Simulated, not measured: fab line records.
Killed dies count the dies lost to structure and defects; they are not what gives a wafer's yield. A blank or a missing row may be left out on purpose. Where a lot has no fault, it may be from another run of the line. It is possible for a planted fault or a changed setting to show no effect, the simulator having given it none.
Which tool was responsible?	flow sky130	14 lots, 37 wafers sampled, at 5 steps of a route of 708

## WHAT THE GAUGES READ, wafer by wafer
SKY_FIELD_ISO_CD_MEAS_13: the cd target is 150 nm. Usual: cd-nm reads 150.0 nm (standard deviation 1.4).
lot	measured	on	cd-nm (nm)	flag
L752	day 2 07:55	cd-sem-01	148.4 149.4 149.3	
L753	day 2 11:47	cd-sem-02	148.4 149.9 148.6	
L754	day 2 18:27	cd-sem-02	151.3 150.8 150.6	
L756	day 3 04:53	cd-sem-02	148.2 148.2 149.6	
L760	day 3 23:35	cd-sem-02	84.7 84.2	OFF
L761	day 4 07:38	cd-sem-01	149.8 148.8 149.1	
L762	day 4 12:27	cd-sem-01	84.5 84.6	OFF
L763	day 4 15:11	cd-sem-02	149.0 85.6 148.9 86.7	OFF
L765	day 5 00:32	cd-sem-01	150.1 149.6 149.8	
L767	day 5 10:11	cd-sem-02	148.4 147.6 149.9	
L768	day 5 15:13	cd-sem-01	149.2 149.8 149.8	
L770	day 6 02:17	cd-sem-02	148.8 148.8 148.8	
L774	day 7 02:16	cd-sem-01	152.1 152.7 153.5	
L775	day 7 05:05	cd-sem-01	148.2 148.9 148.8	

SKY_LI_CONTACT_BOW_MEAS_03. Usual: LI_CONTACT_BOW 56 um, standard deviation 6.7.
lot	measured	on	LI_CONTACT_BOW (um)	flag
L752	day 27 16:57	film-metro-03	61 49 49	
L753	day 28 08:35	film-metro-03	57 63 58	
L754	day 29 13:33	film-metro-04	60 55 66	
L756	day 30 02:20	film-metro-01	49 50 66	
L761	day 31 05:15	film-metro-03	62 54 46	
L763	day 31 23:19	film-metro-01	54	
L765	day 32 07:45	film-metro-04	54 58 55	
L767	day 32 10:42	film-metro-04	43 61 64	
L768	day 32 15:17	film-metro-04	55 63 60	
L770	day 33 11:24	film-metro-03	52 59 46	
L774	day 34 17:54	film-metro-04	61 46 54	
L775	day 34 20:44	film-metro-01	57 59 55	

SKY_LI_CONTACT_OVL_MEAS_13. Usual: LI_CONTACT_OVL -4 nm, standard deviation 5.4.
lot	measured	on	LI_CONTACT_OVL (nm)	flag
L752	day 28 20:56	overlay-01	-12 -1 -1	
L753	day 29 11:41	overlay-01	-7 0 -11	
L754	day 30 16:35	overlay-01	0 -6 -12	
L756	day 31 05:59	overlay-01	3 -3 4	
L761	day 32 08:29	overlay-02	-1 0 10	
L763	day 33 01:24	overlay-01	-5	
L765	day 33 10:33	overlay-02	-8 -9 -2	
L767	day 33 12:38	overlay-02	-4 -3 -8	
L768	day 33 18:06	overlay-01	-1 -5 1	
L770	day 34 13:08	overlay-01	-14 1 -8	
L774	day 35 19:53	overlay-01	-5 -1 -9	
L775	day 35 22:49	overlay-02	-5 -8 -3	

SKY_LOCAL_INTERCONNECT_RS_MEAS_01: uses a four-point probe to measure. Usual: LOCAL_INTERCONNECT_TIN_RS 14.12 ohm/sq, standard deviation 0.21.
lot	measured	on	LOCAL_INTERCONNECT_TIN_RS (ohm/sq)	flag
L752	day 28 22:14	film-metro-04	14.05 14.30 14.11	
L753	day 29 12:57	film-metro-02	14.23 14.17 14.26	
L754	day 30 18:00	film-metro-03	14.22 14.15 14.20	
L756	day 31 07:17	film-metro-02	13.88 13.71 13.89	
L761	day 32 09:49	film-metro-02	14.04 14.15 14.15	
L763	day 33 02:48	film-metro-04	13.76	
L765	day 33 11:49	film-metro-04	14.49 14.27 13.99	
L767	day 33 13:55	film-metro-03	14.02 14.40 14.36	
L768	day 33 19:24	film-metro-04	13.78 13.87 14.24	
L770	day 34 14:24	film-metro-03	14.29 14.10 14.26	
L774	day 35 21:12	film-metro-02	14.33 14.36 14.36	
L775	day 36 00:05	film-metro-02	14.02 14.14 13.85	

## TOOL THAT RAN EACH LOT (tool first, then ch and the chambers of the sampled wafers, then the start)
lot	SKY_FIELD_ISO_EXPOSE_10
L752	krf-scanner-01 ch 0, day 2 00:28
L753	krf-scanner-02 ch 0, day 2 04:41
L754	krf-scanner-02 ch 0, day 2 10:58
L756	krf-scanner-01 ch 0, day 2 22:13
L760	krf-scanner-02 ch 0, day 3 16:08
L761	krf-scanner-01 ch 0, day 3 23:31
L762	krf-scanner-02 ch 0, day 4 04:00
L763	krf-scanner-02 ch 0, day 4 06:58
L765	krf-scanner-01 ch 0, day 4 16:45
L767	krf-scanner-01 ch 0, day 5 01:11
L768	krf-scanner-01 ch 0, day 5 06:37
L770	krf-scanner-01 ch 0, day 5 17:28
L774	krf-scanner-01 ch 0, day 6 16:52
L775	krf-scanner-02 ch 0, day 6 20:02
- SKY_FIELD_ISO_EXPOSE_10: exposes mask FOM, target cd 150 nm.

## WHAT THE TOOLS THEMSELVES READ (means of the sampled wafers that have a number; where no wafer has one, the mark that the record gives instead)
The record holds no such reading with a usual standard deviation.

## THE ANSWER, worked out from the rows above alone
Rule: take the mean of a lot's wafers that have a number; if it is more than 3 standard deviations from the usual mean, the lot is off. Also off: a lot with no number at a reading for which 4 or more lots have one. Where the step has rows for the other lots, those lots are counted as sound. First the gauges in route order, then the tools' own readings, where a lot's mean is used as printed above. The first step at which some lot is off is used, and at that step the reading that is off furthest; a lot without a number counts as furthest.
Off, at SKY_FIELD_ISO_CD_MEAS_13 on cd-nm: L760, L762, L763.
If a tool, at a process step before that reading, ran all the lots that are off and no sound lot after the first of them, it fits. Gauges at SKY_FIELD_ISO_CD_MEAS_13: tried the same way as those tools. No candidate that was tried fits.

## WHAT THE SIMULATOR HAD INSERTED
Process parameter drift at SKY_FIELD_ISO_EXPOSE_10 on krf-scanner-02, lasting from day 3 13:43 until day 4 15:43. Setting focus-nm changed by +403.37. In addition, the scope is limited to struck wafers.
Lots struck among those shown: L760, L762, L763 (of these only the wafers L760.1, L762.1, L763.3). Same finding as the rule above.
